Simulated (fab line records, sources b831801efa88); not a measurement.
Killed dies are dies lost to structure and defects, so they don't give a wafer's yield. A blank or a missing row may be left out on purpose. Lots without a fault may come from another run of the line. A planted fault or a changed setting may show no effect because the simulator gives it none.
fab line records | flow sky130
record lots=7 wafers=21 last_day=49
route steps=708 shown METAL1@446 VIA1@458
lots that met no fault: from a run of the same line without faults
start_h: hours from the record's first day to the start of the lot's first wafer shown | wait_h: hours since the lot's step before | " the same as in the row above | L1.1+2: a row that stands for several wafers | - no value, or no start given | * or withheld: withheld | < > ~ a bound
route shown NAME@n: a module of which the file shows steps, and the number in the route of the first | usual: mean/standard deviation of fault-free wafers | same: alike in all rows | chamber/n: place in a boat | sites: the reading at each site | _std_site: their standard deviation | _edge_site: outer sites' mean less inner sites' | radius_mm: how far each site lies from the wafer's centre | mask NAME#n: copy n | behind: the tool/chamber that last shaped the wafer | hold: why the lot was held/for how many hours/how that ended | device: the transistor (n, p or np) that didn't switch | end of line: the same wafers' tests at the end of the route | a step without rows: its recipe alone | killed: dies lost to structure and defects at the first sort, not the wafer's yield | map: a wafer's dies, x killed, . not, _ none there
set.NAME: the setting as run; set.NAME@STEP: as run at that earlier step | model.NAME: the simulator's own value behind a step, which no gauge read
lots at some steps of the route; a table a step, a row a wafer
services: from which hour (start_h, from the record's first day; less than 0 if before it) a tool's chamber was out of use, for how many hours, and why
## steps
# step SKY_METAL1_EXPOSE_12
# recipe mask_id=MM1 na=0.8 source_shape=annular sigma_inner=0.55 sigma_outer=0.85 target_cd_nm=140 dose_mj=28
# step SKY_METAL1_PEB_13
# recipe peb_temp_c=withheld peb_time_s=withheld resist=KrF-thick
# step SKY_METAL1_DEVELOP_14
# recipe develop_time_s=60 resist=KrF-thick dev_temp_c=21
# step SKY_METAL1_CD_MEAS_15
# recipe target_cd_nm=140
# usual cd_nm=139.9/1.5
# columns lot.wafer tool chamber start_h wait_h cd_nm
L372.1 cd_sem-01 - 782.02 - 140.7
L372.5 " - " " 138.6
L372.6 " - " " 140.6
L377.1 cd_sem-02 - 807.53 - 138.9
L377.4 " - " " 139.3
L377.5 " - " " 138.2
L378.2 cd_sem-01 - 819.09 - 138.9
L378.4 " - " " 141.1
L378.5 " - " " 139.3
L379.1 cd_sem-01 - 820.62 - 139.3
L379.2 " - " " 139.1
L379.3 " - " " 139.6
L380.1 cd_sem-02 - 829.87 - 138.4
L380.2 " - " " 138.2
L380.3 " - " " 138.8
L388.2 cd_sem-02 - 895.64 - 139.1
L388.3 " - " " 139.1
L388.4 " - " " 140.6
L390.2 cd_sem-02 - 906.29 - 143.0
L390.3 " - " " 142.7
L390.6 " - " " 141.0
# step SKY_METAL1_OVL_MEAS_16
# usual METAL1_OVL=0/5.7
# columns lot.wafer tool chamber start_h wait_h METAL1_OVL[nm]
L372.1 overlay-01 - 782.14 0.1 13
L372.5 " - " " 1
L372.6 " - " " 3
L377.1 overlay-02 - 807.65 0.1 -1
L377.4 " - " " 5
L377.5 " - " " 8
L378.2 overlay-02 - 819.19 0.1 -3
L378.4 " - " " -7
L378.5 " - " " -12
L379.1 overlay-01 - 820.74 0.1 -3
L379.2 " - " " -5
L379.3 " - " " -7
L380.1 overlay-01 - 829.99 0.1 -3
L380.2 " - " " -8
L380.3 " - " " -3
L388.2 overlay-01 - 895.75 0.1 3
L388.3 " - " " 1
L388.4 " - " " 9
L390.2 overlay-02 - 906.39 0.1 3
L390.3 " - " " 0
L390.6 " - " " -2
# step SKY_METAL1_DESCUM_17
# recipe chemistry=O2 source_power_w=150 bias_power_w=0 pressure_mtorr=10 temp_c=40 time_s=8
# usual drypump_motor_current_A=5.7/0.47 oes_product_au=0.996/0.0094
# columns lot.wafer tool chamber start_h wait_h drypump_motor_current_A oes_product_au rf_hours_counter_h
L372.1 rie_metal-03 1 782.18 0.0 5.8 0.999 15
L372.5 " 1 " " 5.7 0.996 -
L372.6 " 0 " " 5.5 0.978 -
L377.1 rie_metal-03 0 807.69 0.0 5.5 0.983 14
L377.4 " 0 " " 5.5 0.998 -
L377.5 " 0 " " 5.5 0.982 -
L378.2 rie_metal-03 0 819.23 0.0 5.4 0.977 -
L378.4 " 0 " " 5.4 0.984 -
L378.5 " 0 " " 5.5 0.982 -
L379.1 rie_metal-03 0 820.78 0.0 5.5 0.988 15
L379.2 " 0 " " 5.5 0.987 -
L379.3 " 0 " " 5.5 0.981 -
L380.1 rie_metal-03 0 830.02 0.0 5.5 0.998 16
L380.2 " 0 " " 5.5 0.988 -
L380.3 " 0 " " 5.5 0.987 -
L388.2 rie_metal-04 0 895.78 0.0 6.3 1.011 2
L388.3 " 0 " " 6.4 1.007 -
L388.4 " 1 " " 5.3 1.003 -
L390.2 rie_metal-04 1 906.42 0.0 5.3 1.002 7
L390.3 " 0 " " 6.4 1.008 -
L390.6 " 1 " " 5.3 0.997 -
# step SKY_METAL1_ETCH_18
# recipe chemistry=N2/H2 target=BARC ion_energy_ev=200 bias_w=100 pressure_mtorr=30 n2_flow_sccm=100 h2_flow_sccm=200 icp_w=500 stop_on=SiO2 time_s=45.9 target_depth_a=600
# usual drypump_motor_current_A=5.7/0.46 oes_product_au=0.855/0.0048 throttle_valve_pct=13.226/0.009
# columns lot.wafer tool chamber start_h wait_h drypump_motor_current_A oes_product_au rf_hours_counter_h throttle_valve_pct
L372.1 rie_metal-03 1 782.21 0.0 5.7 0.861 15 13.222
L372.5 " 1 " " 5.7 0.854 - 13.220
L372.6 " 0 " " 5.5 0.854 - 13.234
L377.1 rie_metal-03 0 807.72 0.0 5.5 0.866 14 13.214
L377.4 " 0 " " 5.5 0.866 - 13.225
L377.5 " 0 " " 5.4 0.851 - 13.221
L378.2 rie_metal-03 0 819.31 0.1 5.5 0.851 - 13.215
L378.4 " 0 " " 5.5 0.848 - 13.209
L378.5 " 0 " " 5.5 0.855 - 13.220
L379.1 rie_metal-03 0 820.84 0.1 5.5 0.848 15 13.234
L379.2 " 0 " " 5.5 0.861 - 13.229
L379.3 " 0 " " 5.5 0.857 - 13.220
L380.1 rie_metal-03 0 830.09 0.1 5.5 0.842 16 13.218
L380.2 " 0 " " 5.5 0.849 - 13.233
L380.3 " 0 " " 5.5 0.861 - 13.214
L388.2 rie_metal-04 0 895.81 0.0 6.4 0.852 2 13.232
L388.3 " 0 " " 6.4 0.863 - 13.223
L388.4 " 1 " " 5.3 0.854 - 13.240
L390.2 rie_metal-04 1 906.46 0.0 5.3 0.860 7 13.228
L390.3 " 0 " " 6.4 0.857 - 13.228
L390.6 " 1 " " 5.3 0.851 - 13.209
# step SKY_METAL1_METAL_ETCH_19
# recipe target_depth_a=3600 stop_on=SiO2 over_etch_frac=0.3 time_s=78 chemistry=Cl2/BCl3 resist_sidewall_deg=88 pressure_mtorr=10 icp_w=900 bias_w=48.5 Cl2_flow_sccm=60 bcl3_flow_sccm=30
# usual drypump_motor_current_A=5.7/0.46 oes_product_au=0.854/0.0051 throttle_valve_pct=22.264/0.0091
# columns lot.wafer tool chamber start_h wait_h drypump_motor_current_A oes_product_au rf_hours_counter_h throttle_valve_pct
L372.1 rie_metal-03 1 782.27 0.0 5.7 0.849 16 22.262
L372.5 " 1 " " 5.7 0.864 - 22.280
L372.6 " 0 " " 5.5 0.852 - 22.277
L377.1 rie_metal-03 0 807.78 0.0 5.5 0.852 14 22.244
L377.4 " 0 " " 5.4 0.866 - 22.257
L377.5 " 0 " " 5.4 0.855 - 22.259
L378.2 rie_metal-03 0 819.44 0.1 5.5 0.856 - 22.251
L378.4 " 0 " " 5.5 0.851 - 22.269
L378.5 " 0 " " 5.5 0.859 - 22.260
L379.1 rie_metal-03 0 820.97 0.1 5.4 0.846 15 22.265
L379.2 " 0 " " 5.4 0.850 - 22.273
L379.3 " 0 " " 5.4 0.856 - 22.268
L380.1 rie_metal-03 0 830.21 0.1 5.5 0.854 16 22.258
L380.2 " 0 " " 5.5 0.847 - 22.258
L380.3 " 0 " " 5.5 0.842 - 22.274
L388.2 rie_metal-04 0 895.87 0.0 6.4 0.855 2 22.267
L388.3 " 0 " " 6.4 0.846 - 22.263
L388.4 " 1 " " 5.3 0.853 - 22.244
L390.2 rie_metal-04 1 906.52 0.0 5.3 0.849 7 22.252
L390.3 " 0 " " 6.4 0.855 - 22.252
L390.6 " 1 " " 5.3 0.855 - 22.258
# step SKY_METAL1_STRIP_20
# recipe chemistry=O2/N2 power_w=1400 pressure_mtorr=1500 platen_temp_c=withheld o2_flow_sccm=3000 n2_flow_sccm=300 overash_fraction=0.5
# usual drypump_motor_current_A=5.74/0.13 oes_product_au=0.344/0.0045 strip_time_to_endpoint_s=2.72/0.035
# columns lot.wafer tool chamber start_h wait_h drypump_motor_current_A oes_product_au rf_hours_counter_h strip_time_to_endpoint_s
L372.1 plasma_asher-01 0 782.36 0.1 5.50 0.350 34 2.67
L372.5 " 1 " " 5.73 0.349 - 2.68
L372.6 " 0 " " 5.50 0.341 - 2.78
L377.1 plasma_asher-04 1 807.87 0.1 5.88 0.343 97 2.74
L377.4 " 1 " " 5.89 0.342 - 2.72
L377.5 " 0 " " 5.75 0.344 - 2.73
L378.2 plasma_asher-04 0 819.59 0.1 5.75 0.350 98 2.76
L378.4 " 1 " " 5.86 0.349 - 2.76
L378.5 " 0 " " 5.76 0.345 - 2.79
L379.1 plasma_asher-02 0 821.15 0.1 5.61 0.350 68 2.78
L379.2 " 1 " " 5.89 0.346 68 2.75
L379.3 " 0 " " 5.60 0.334 - 2.75
L380.1 plasma_asher-02 0 830.39 0.1 5.63 0.349 69 2.78
L380.2 " 1 " " 5.84 0.348 69 2.76
L380.3 " 0 " " 5.63 0.350 - 2.77
L388.2 plasma_asher-04 1 895.96 0.1 5.87 0.344 106 2.71
L388.3 " 1 " " 5.86 0.338 - 2.68
L388.4 " 0 " " 5.75 0.338 - 2.72
L390.2 plasma_asher-04 0 906.61 0.1 5.74 0.340 107 2.70
L390.3 " 1 " " 5.87 0.340 - 2.66
L390.6 " 0 " " 5.75 0.346 - 2.73
# step SKY_METAL1_STRIP_21
# recipe chemistry=post_etch_residue_remover time_s=1200 temp_c=72.5
# step SKY_METAL1_CLEAN_22
# recipe chemistry=IPA time_s=180 temp_c=25
# step SKY_METAL1_CLEAN_23
# recipe chemistry=O3/DIW dry=n2_spin
# step SKY_VIA1_HDPCVD_00
# recipe material=SiO2 target_thk_nm=1030 sigma_open_frac=0.3 time_s=171.7 temp_c=400 sih4_flow_sccm=60 pressure_mtorr=6
# columns lot.wafer tool chamber start_h wait_h model.SiO2_of_VIA1_HDPCVD_00.thk_nm
L372.1 hdpcvd-02 2 782.96 0.0 1051
L372.5 " 1 " " 1048
L372.6 " 2 " " 1058
L377.1 hdpcvd-01 2 808.47 0.0 1035
L377.4 " 2 " " 1030
L377.5 " 1 " " 1028
L378.2 hdpcvd-01 2 820.19 0.0 719.1
L378.4 " 2 " " 721.2
L378.5 " 0 " " 724.9
L379.1 hdpcvd-01 2 821.74 0.0 724
L379.2 " 1 " " 729.9
L379.3 " 0 " " 733
L380.1 hdpcvd-01 0 831.02 0.0 743.2
L380.2 " 2 " " 733.5
L380.3 " 1 " " 736.5
L388.2 hdpcvd-02 1 896.56 0.0 1027
L388.3 " 2 " " 1022
L388.4 " 2 " " 1033
L390.2 hdpcvd-02 0 907.20 0.0 1049
L390.3 " 1 " " 1044
L390.6 " 0 " " 1040
# step SKY_VIA1_THK_MEAS_01
# recipe reads=SiO2_of_VIA1_HDPCVD_00
# usual VIA1_HDPCVD_THK=1031/10
# columns lot.wafer tool chamber start_h wait_h VIA1_HDPCVD_THK[nm]
L372.1 film_metro-01 - 783.07 0.1 1051
L372.5 " - " " 1048
L372.6 " - " " 1059
L377.1 film_metro-01 - 808.59 0.1 1036
L377.4 " - " " 1029
L377.5 " - " " 1028
L378.2 film_metro-02 - 820.31 0.1 719
L378.4 " - " " 721
L378.5 " - " " 724
L379.1 film_metro-03 - 821.85 0.1 725
L379.2 " - " " 730
L379.3 " - " " 733
L380.1 film_metro-03 - 831.13 0.1 744
L380.2 " - " " 733
L380.3 " - " " 737
L388.2 film_metro-03 - 896.68 0.1 1027
L388.3 " - " " 1022
L388.4 " - " " 1034
L390.2 film_metro-03 - 907.32 0.1 1049
L390.3 " - " " 1044
L390.6 " - " " 1041
# step SKY_VIA1_CMP_02
# recipe material=SiO2 down_force_psi=4 platen_rpm=60 pad_velocity_m_s=0.94248
# usual motor_current_A=12.3/1.3 slurry_filter_dp_kPa=13.51/0.14
# columns lot.wafer tool chamber start_h wait_h motor_current_A slurry_filter_dp_kPa
L372.1 cmp-01 2 783.28 0.2 11.7 13.45
L372.5 " 3 " " 12.0 13.56
L372.6 " 0 " " 12.2 13.34
L377.1 cmp-01 2 808.75 0.1 11.4 13.50
L377.4 " 3 " " 12.6 13.55
L377.5 " 1 " " 11.8 13.32
L378.2 cmp-01 3 820.41 0.1 12.8 13.75
L378.4 " 1 " " 12.5 13.50
L378.5 " 3 " " 12.4 13.37
L379.2 cmp-01 2 821.91 0.0 12.2 13.90
L379.3 " 3 " " 12.1 13.50
L379.1 " 0 " " 12.3 13.69
L380.2 cmp-02 0 831.40 0.3 10.1 13.45
L380.3 " 1 " " 13.8 13.45
L380.1 " 2 " " 14.0 13.74
L388.2 cmp-02 0 896.73 0.0 10.2 13.44
L388.3 " 1 " " 13.8 13.39
L388.4 " 3 " " 11.1 13.72
L390.3 cmp-02 3 907.42 0.1 11.6 13.45
L390.2 " 0 " " 10.2 13.32
L390.6 " 3 " " 12.1 13.43
## services
# columns tool chamber start_h hours kind
cmp-01 - 764.36 0.8 repair
plasma_asher-04 - 779.63 7.0 repair
cmp-01 - 784.77 2.9 repair
cmp-02 - 787.81 5.6 pm
rie_metal-04 0 803.43 - clean
rie_metal-04 0 803.43 28.6 scheduled_down
rie_metal-04 0 803.43 28.6 vent_cycle
plasma_asher-02 - 804.42 7.0 repair
plasma_asher-02 - 807.10 13.7 repair
rie_metal-03 1 814.11 - clean
rie_metal-03 1 814.11 25.8 scheduled_down
rie_metal-03 1 814.11 25.8 vent_cycle
cmp-01 - 814.40 0.8 repair
hdpcvd-02 - 823.52 1.1 repair
cmp-01 - 826.95 4.8 pm
cmp-02 - 836.85 0.8 repair
plasma_asher-02 - 840.58 9.4 pm
cmp-02 - 846.64 2.4 repair
cmp-01 - 848.47 1.1 repair
plasma_asher-04 - 860.76 4.6 repair
hdpcvd-02 - 874.69 2.6 repair
cmp-01 - 892.82 0.4 repair
plasma_asher-04 - 899.08 2.8 pm
cmp-01 - 907.14 7.5 pm
## key
first_sign step=SKY_VIA1_THK_MEAS_01 reading=VIA1_HDPCVD_THK direction=down sigmas=29 usual=1031 struck=729
effect none on later readings
model_effect step=SKY_VIA1_HDPCVD_00 value=SiO2_of_VIA1_HDPCVD_00.thk_nm without=1025 struck=729.5
met_at SKY_VIA1_HDPCVD_00
struck_wafers L378.2,L378.4,L378.5,L379.1,L379.2,L379.3,L380.1,L380.2,L380.3
onset_between 808.47 820.19
also_fits SKY_METAL1_DESCUM_17:rie_metal-03,SKY_METAL1_ETCH_18:rie_metal-03,SKY_METAL1_METAL_ETCH_19:rie_metal-03
fault kind=process_parameter_drift tool=hdpcvd-01 chamber=- onset_h=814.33 steps=SKY_VIA1_HDPCVD_00 channel=target_thk_nm offset=-295.2 shape=step end_h=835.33 acts_in=these_recipes_only stated=1030
